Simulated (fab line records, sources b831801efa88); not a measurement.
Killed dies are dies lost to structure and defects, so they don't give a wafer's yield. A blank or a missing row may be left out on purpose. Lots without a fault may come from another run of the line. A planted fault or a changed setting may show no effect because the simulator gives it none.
fab line records | flow sfq_line
record lots=14 wafers=42 last_day=92
route steps=325 shown L0V@16 M0@39 I0@53
lots that met no fault: from a run of the same line without faults
start_h: hours from the record's first day to the start of the lot's first wafer shown | wait_h: hours since the lot's step before | " the same as in the row above | L1.1+2: a row that stands for several wafers | - no value, or no start given | * or withheld: withheld | < > ~ a bound
route shown NAME@n: a module of which the file shows steps, and the number in the route of the first | usual: mean/standard deviation of fault-free wafers | same: alike in all rows | chamber/n: place in a boat | sites: the reading at each site | _std_site: their standard deviation | _edge_site: outer sites' mean less inner sites' | radius_mm: how far each site lies from the wafer's centre | mask NAME#n: copy n | behind: the tool/chamber that last shaped the wafer | hold: why the lot was held/for how many hours/how that ended | device: the transistor (n, p or np) that didn't switch | end of line: the same wafers' tests at the end of the route | a step without rows: its recipe alone | killed: dies lost to structure and defects at the first sort, not the wafer's yield | map: a wafer's dies, x killed, . not, _ none there
set.NAME: the setting as run; set.NAME@STEP: as run at that earlier step | model.NAME: the simulator's own value behind a step, which no gauge read
steps of the route over a sample of lots; a table a step, a row a wafer
services: from which hour (start_h, from the record's first day; less than 0 if before it) a tool's chamber was out of use, for how many hours, and why
## steps
# step SFQ_TRILAYER_L0_CAP_PECVD_011
# recipe material=SiO2 temp_c=150 time_s=13.333 pressure_torr=2.4 rf_w=183.3 precursor=SiH4/N2O target_thk_nm=60
# usual heater_power_w=83/12 throttle_valve_pct=24.9/1.5
# columns lot.wafer tool chamber start_h wait_h heater_power_w throttle_valve_pct
L582.4 pecvd-04 0 74.66 0.0 76 26.1
L582.5 " 2 " " 70 25.3
L582.6 " 1 " " 82 28.4
L583.1 pecvd-03 2 80.86 0.0 93 24.6
L583.2 " 1 " " 93 24.1
L583.5 " 2 " " 93 25.1
L584.1 pecvd-03 0 89.05 0.0 104 23.6
L584.3 " 1 " " 89 24.1
L584.4 " 1 " " 87 24.1
L586.1 pecvd-01 1 99.88 0.0 75 23.3
L586.4 " 2 " " 85 23.9
L586.5 " 1 " " 77 23.3
L587.2 pecvd-03 2 104.68 0.0 90 25.1
L587.4 " 0 " " 105 23.6
L587.5 " 2 " " 89 25.1
L588.1 pecvd-03 0 113.08 0.0 107 23.5
L588.3 " 2 " " 93 24.9
L588.5 " 0 " " 91 23.7
L589.1 pecvd-03 0 124.54 0.0 96 23.8
L589.2 " 2 " " 87 25.2
L589.4 " 2 " " 89 25.3
L590.2 pecvd-04 0 131.03 0.0 73 25.8
L590.4 " 1 " " 86 28.2
L590.5 " 0 " " 72 26.1
L591.4 pecvd-03 1 133.44 0.0 95 23.9
L591.5 " 0 " " 106 23.5
L591.6 " 2 " " 96 25.0
L594.1 pecvd-03 0 155.15 0.0 107 23.5
L594.3 " 2 " " 86 25.3
L594.6 " 1 " " 89 24.0
L600.3 pecvd-04 0 198.27 0.0 69 26.0
L600.4 " 2 " " 67 25.2
L600.5 " 1 " " 86 28.3
L602.3 pecvd-01 0 205.45 0.0 84 23.9
L602.4 " 2 " " 85 24.3
L602.6 " 1 " " 69 23.4
L603.3 pecvd-01 0 210.25 0.0 78 24.0
L603.5 " 1 " " 68 23.5
L603.6 " 0 " " 78 24.0
L604.1 pecvd-04 0 217.45 0.0 74 26.1
L604.2 " 1 " " 87 28.2
L604.6 " 2 " " 70 25.4
# step SFQ_TRILAYER_L0_VIA_BARC_OPEN_VIA_ETCH_021
# recipe mask_material=PR chemistry=O2 target_depth_nm=125 target=BARC source_w=500 bias_w=80 pressure_mtorr=30 time_s=41.7
# usual chamber_pressure_mTorr=29.996/0.023 drypump_motor_current_A=5.6/0.46 oes_product_au=0.685/0.0049
# same time_s=41.7
# columns lot.wafer tool chamber start_h wait_h chamber_pressure_mTorr drypump_motor_current_A oes_product_au rf_hours_counter_h
L582.4 rie_diel-02 0 156.51 0.0 30.006 5.8 0.684 8
L582.5 " 3 " " 29.952 6.2 0.683 -
L582.6 " 0 " " 29.992 5.9 0.686 -
L583.1 rie_diel-01 3 166.11 0.0 29.996 4.9 0.681 74
L583.2 " 0 " " 29.969 5.9 0.683 4
L583.5 " 1 " " 29.988 6.1 0.683 -
L584.1 rie_diel-01 3 180.51 0.0 29.981 4.8 0.691 74
L584.3 " 1 " " 29.983 6.1 0.684 9
L584.4 " 2 " " 30.010 5.7 0.685 3
L586.1 rie_diel-02 3 196.21 0.0 29.992 6.2 0.681 11
L586.4 " 2 " " 29.992 6.0 0.686 2
L586.5 " 1 " " 30.008 5.3 0.684 -
L587.2 rie_diel-01 1 198.83 0.0 29.971 6.1 0.687 9
L587.4 " 0 " " 30.004 5.9 0.687 5
L587.5 " 1 " " 29.991 6.1 0.683 -
L588.1 rie_diel-02 2 205.81 0.0 29.980 6.0 0.687 2
L588.3 " 3 " " 29.984 6.2 0.685 11
L588.5 " 3 " " 30.016 6.2 0.699 -
L589.1 rie_diel-01 0 219.01 0.0 29.981 6.0 0.687 5
L589.2 " 3 " " 29.968 4.9 0.687 75
L589.4 " 2 " " 29.964 5.7 0.687 3
L590.2 rie_diel-02 2 228.61 0.0 29.997 6.0 0.683 2
L590.4 " 2 " " 30.007 6.0 0.687 -
L590.5 " 0 " " 29.963 5.9 0.681 -
L591.4 rie_diel-03 1 233.12 0.0 29.975 4.8 0.680 -
L591.5 " 0 " " 29.989 5.3 0.679 -
L591.6 " 3 " " 30.020 5.5 0.682 -
L594.1 rie_diel-03 0 259.50 0.0 30.028 5.3 0.693 45
L594.3 " 2 " " 29.981 5.1 0.689 26
L594.6 " 3 " " 29.988 5.5 0.688 -
L600.3 rie_diel-03 3 303.83 0.0 29.975 5.5 0.689 42
L600.4 " 0 " " 29.983 5.3 0.680 46
L600.5 " 3 " " 29.985 5.5 0.685 -
L602.3 rie_diel-01 1 318.13 0.0 30.024 6.1 0.680 11
L602.4 " 2 " " 30.022 5.7 0.694 5
L602.6 " 2 " " 30.062 5.7 0.686 -
L603.3 rie_diel-02 1 322.93 0.0 29.997 5.3 0.691 54
L603.5 " 2 " " 29.963 6.0 0.693 -
L603.6 " 3 " " 30.038 6.2 0.681 -
L604.1 rie_diel-03 3 332.22 0.0 30.002 5.5 0.688 42
L604.2 " 1 " " 29.990 4.8 0.679 4
L604.6 " 0 " " 29.978 5.3 0.685 -
# step SFQ_TRILAYER_L0_VIA_ETCH_VIA_ETCH_016
# recipe target=SiO2 stop_on=MoNx_KI mask_material=PR chemistry=CHF3 target_depth_nm=80 source_w=500 bias_w=80 pressure_mtorr=30 time_s=withheld
# usual chamber_pressure_mTorr=29.999/0.029 drypump_motor_current_A=5.6/0.46 oes_product_au=0.842/0.0092
# columns lot.wafer tool chamber start_h wait_h chamber_pressure_mTorr drypump_motor_current_A oes_product_au
L582.4 rie_diel-02 0 156.55 0.0 29.925 5.8 0.838
L582.5 " 3 " " 30.002 6.2 0.843
L582.6 " 0 " " 29.965 5.8 0.855
L583.1 rie_diel-01 3 166.15 0.0 30.024 4.8 0.844
L583.2 " 0 " " 30.030 5.9 0.837
L583.5 " 1 " " 29.998 6.1 0.851
L584.1 rie_diel-01 3 180.55 0.0 29.967 4.9 0.836
L584.3 " 1 " " 29.993 6.0 0.824
L584.4 " 2 " " 29.998 5.7 0.826
L586.1 rie_diel-02 3 196.25 0.0 29.991 6.2 0.834
L586.4 " 2 " " 29.991 6.0 0.841
L586.5 " 1 " " 30.001 5.3 0.845
L587.2 rie_diel-01 1 198.87 0.0 29.977 6.0 0.848
L587.4 " 0 " " 29.958 5.9 0.848
L587.5 " 1 " " 29.986 6.0 0.860
L588.1 rie_diel-02 2 205.85 0.0 29.994 6.0 0.839
L588.3 " 3 " " 29.973 6.2 0.843
L588.5 " 3 " " 30.036 6.2 0.850
L589.1 rie_diel-01 0 219.05 0.0 30.045 5.9 0.830
L589.2 " 3 " " 30.048 4.9 0.835
L589.4 " 2 " " 30.010 5.7 0.852
L590.2 rie_diel-02 2 228.65 0.0 29.993 6.0 0.845
L590.4 " 2 " " 30.006 6.0 0.856
L590.5 " 0 " " 29.965 5.8 0.845
L591.4 rie_diel-03 1 233.17 0.0 29.968 4.8 0.634
L591.5 " 0 " " 30.034 5.3 0.839
L591.6 " 3 " " 29.996 5.5 0.852
L594.1 rie_diel-03 0 259.54 0.0 29.950 5.3 0.851
L594.3 " 2 " " 30.040 5.1 0.626
L594.6 " 3 " " 30.048 5.5 0.848
L600.3 rie_diel-03 3 303.87 0.0 30.052 5.5 0.844
L600.4 " 0 " " 29.988 5.3 0.830
L600.5 " 3 " " 30.040 5.5 0.832
L602.3 rie_diel-01 1 318.17 0.0 29.918 6.0 0.844
L602.4 " 2 " " 30.003 5.7 0.839
L602.6 " 2 " " 29.975 5.7 0.853
L603.3 rie_diel-02 1 322.97 0.0 30.029 5.3 0.856
L603.5 " 2 " " 29.996 6.0 0.852
L603.6 " 3 " " 30.026 6.2 0.855
L604.1 rie_diel-03 3 332.26 0.0 29.967 5.5 0.823
L604.2 " 1 " " 30.034 4.8 0.830
L604.6 " 0 " " 29.951 5.3 0.840
# step SFQ_TRILAYER_M0_BARC_OPEN_METAL_ETCH_031
# recipe mask_material=PR chemistry=O2 target_depth_nm=125 target=BARC icp_w=600 bias_w=80 pressure_mtorr=10 time_s=41.7
# usual chamber_pressure_mTorr=10.000/0.0092 drypump_motor_current_A=5.7/0.42 oes_product_au=0.685/0.0044
# same time_s=41.7
# columns lot.wafer tool chamber start_h wait_h chamber_pressure_mTorr drypump_motor_current_A oes_product_au rf_hours_counter_h
L582.4 rie_metal-03 0 261.92 0.0 9.975 5.9 0.681 -
L582.5 " 1 " " 10.005 5.2 0.690 -
L582.6 " 0 " " 10.005 5.9 0.688 -
L583.1 rie_metal-02 0 267.90 0.0 9.994 5.6 0.679 77
L583.2 " 1 " " 10.008 6.3 0.683 105
L583.5 " 1 " " 10.001 6.3 0.681 -
L584.1 rie_metal-02 1 286.03 0.0 10.010 6.3 0.691 108
L584.3 " 0 " " 9.985 5.5 0.683 -
L584.4 " 1 " " 9.988 6.3 0.685 -
L586.1 rie_metal-03 1 301.28 0.0 10.007 5.1 0.689 41
L586.4 " 0 " " 10.009 5.9 0.692 -
L586.5 " 0 " " 10.016 5.9 0.684 -
L587.2 rie_metal-01 1 304.88 0.0 9.997 6.0 0.695 6
L587.4 " 1 " " 10.000 6.0 0.685 -
L587.5 " 0 " " 10.006 5.3 0.688 -
L588.1 rie_metal-02 0 320.58 0.0 10.006 5.6 0.678 86
L588.3 " 1 " " 10.011 6.3 0.685 -
L588.5 " 0 " " 9.987 5.5 0.685 -
L589.1 rie_metal-02 1 335.82 0.0 9.982 6.3 0.687 118
L589.2 " 0 " " 10.008 5.5 0.680 89
L589.4 " 1 " " 9.998 6.3 0.686 -
L590.2 rie_metal-02 0 345.42 0.0 9.997 5.5 0.687 91
L590.4 " 0 " " 9.993 5.5 0.680 -
L590.5 " 0 " " 10.006 5.5 0.681 -
L591.4 rie_metal-03 1 350.24 0.0 10.003 5.2 0.681 -
L591.5 " 1 " " 10.003 5.2 0.683 -
L591.6 " 0 " " 10.001 5.9 0.687 -
L594.1 rie_metal-03 0 377.95 0.0 10.002 5.9 0.692 70
L594.3 " 1 " " 9.979 5.2 0.680 -
L594.6 " 1 " " 9.992 5.2 0.687 -
L600.3 rie_metal-02 1 424.77 0.0 10.000 6.3 0.686 -
L600.4 " 0 " " 9.990 5.6 0.678 -
L600.5 " 1 " " 9.992 6.3 0.683 -
L602.3 rie_metal-02 1 445.29 0.0 10.014 6.3 0.687 -
L602.4 " 0 " " 10.012 5.5 0.688 -
L602.6 " 0 " " 10.003 5.5 0.686 -
L603.3 rie_metal-02 0 454.89 0.0 9.990 5.5 0.687 -
L603.5 " 0 " " 9.996 5.5 0.691 -
L603.6 " 1 " " 10.000 6.3 0.687 -
L604.1 rie_metal-01 0 470.61 0.0 10.001 5.3 0.677 23
L604.2 " 1 " " 10.002 6.0 0.686 31
L604.6 " 1 " " 9.988 6.0 0.686 -
# step SFQ_I0_OVL_MEAS_908
# usual I0_OVL=-1/5
# columns lot.wafer tool chamber start_h wait_h I0_OVL[nm]
L582.4 overlay-01 - 303.60 0.1 1
L582.5 " - " " -1
L582.6 " - " " -1
L583.1 overlay-01 - 304.79 0.1 -1
L583.2 " - " " 3
L583.5 " - " " -10
L584.1 overlay-01 - 309.59 0.1 0
L584.3 " - " " 4
L584.4 " - " " -7
L586.1 overlay-02 - 332.65 0.1 -6
L586.4 " - " " 0
L586.5 " - " " -3
L587.2 overlay-01 - 335.05 0.1 0
L587.4 " - " " -2
L587.5 " - " " -4
L588.1 overlay-01 - 337.45 0.1 1
L588.3 " - " " 7
L588.5 " - " " 5
L589.1 overlay-01 - 343.77 0.1 4
L589.2 " - " " 1
L589.4 " - " " 5
L590.2 overlay-01 - 353.05 0.1 7
L590.4 " - " " 5
L590.5 " - " " -3
L591.4 overlay-02 - 357.88 0.1 1
L591.5 " - " " -2
L591.6 " - " " -7
L594.1 overlay-02 - 385.56 0.1 1
L594.3 " - " " -1
L594.6 " - " " 1
L600.3 overlay-02 - 482.71 0.1 2
L600.4 " - " " 5
L600.5 " - " " 0
L602.3 overlay-01 - 609.25 0.1 5
L602.4 " - " " 9
L602.6 " - " " 4
L603.3 overlay-02 - 620.05 0.1 0
L603.5 " - " " 3
L603.6 " - " " -4
L604.1 overlay-02 - 628.56 0.1 -4
L604.2 " - " " -1
L604.6 " - " " 6
## services
# columns tool chamber start_h hours kind
rie_diel-03 0 67.55 1.4 repair
rie_diel-01 - 67.99 2.7 repair
rie_diel-03 - 88.53 1.4 repair
rie_diel-02 2 107.23 9.8 repair
rie_diel-01 2 111.04 8.3 repair
rie_diel-02 - 128.68 2.8 pm
rie_diel-03 0 139.53 2.8 repair
rie_diel-03 0 179.47 6.9 repair
rie_diel-01 2 181.48 12.9 repair
rie_diel-03 2 197.24 8.3 repair
rie_metal-02 0 200.33 9.1 repair
rie_diel-02 1 220.18 11.1 repair
rie_diel-03 2 224.84 14.9 repair
rie_diel-03 0 252.73 3.6 repair
rie_diel-02 1 308.51 4.9 repair
rie_diel-01 3 332.59 1.9 repair
rie_diel-01 - 392.82 0.4 repair
rie_diel-02 2 393.02 13.1 repair
rie_diel-01 2 393.40 3.0 repair
rie_metal-02 1 399.90 3.4 repair
rie_diel-03 0 418.95 24.7 repair
rie_diel-02 0 437.75 3.7 repair
rie_diel-01 0 442.02 8.9 repair
rie_metal-02 - 442.12 2.4 repair
## key
first_sign step=SFQ_TRILAYER_L0_VIA_ETCH_VIA_ETCH_016 reading=oes_product_au direction=down sigmas=23 usual=0.842 struck=0.630
effect none on later readings
met_at SFQ_TRILAYER_L0_CAP_PECVD_011
struck_lots L591,L594
struck_wafers L591.4,L594.3
not_acting_at SFQ_TRILAYER_L0_VIA_BARC_OPEN_VIA_ETCH_021,SFQ_TRILAYER_M0_BARC_OPEN_METAL_ETCH_031,SFQ_I0_OVL_MEAS_908
onset_between 124.54 133.44
fault kind=process_parameter_drift tool=pecvd-03 chamber=- onset_h=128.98 steps=SFQ_TRILAYER_L0_CAP_PECVD_011 channel=target_thk_nm offset=-28.228 shape=step end_h=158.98 scope=struck_wafers_only acts_in=these_recipes_only stated=60
